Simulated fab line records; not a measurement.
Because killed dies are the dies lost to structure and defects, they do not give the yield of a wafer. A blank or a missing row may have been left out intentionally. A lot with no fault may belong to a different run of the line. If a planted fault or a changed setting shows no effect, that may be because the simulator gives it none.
Matching of chambers ; flow gf180mcu ; GF_V3_CMP_04 on cmp-01 has 4 sister chambers
The step polishes SiO2. 4 wafers are shown with their chamber, then 7 later ones without.

## WAFERS WITH THEIR CHAMBER
wafer;chamber;motor current A (A)
L766.3;1;10.7
L769.3;0;12.2
L769.5;2;14.2
L770.5;3;11.1

## WAFERS MISSING THEIR CHAMBER
wafer;motor current A (A)
L770.6;12.4
L772.2;11.5
L772.5;13.8
L772.6;10.5
L777.4;10.4
L777.5;10.7
L777.6;14.5

## WHICH CHAMBER EACH ONE RAN IN
wafer;from the rows above;in truth
L770.6;0;0
L772.2;can't be placed: 3 or 0 or 1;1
L772.5;2;2
L772.6;can't be placed: 1 or 3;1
L777.4;can't be placed: 1 or 3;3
L777.5;can't be placed: 1 or 3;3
L777.6;2;2
Correctly placed: 3 of 7. Not placeable from these rows: 4 (in 4, the candidates include the true chamber). Wrongly placed: 0.
How it was worked out, from the rows above alone: a wafer's distance from a chamber is the root of the sum, over the readings, of the square of ((its reading less the chamber's mean) divided by the reading's scatter). The wafer belongs to the nearest chamber; if the next one is less than 2 further off, it can't be placed. Each chamber's mean is taken over the wafers shown for it. The scatter: root of mean squared gap, hidden wafer to nearest shown wafer, with one shown wafer a chamber.
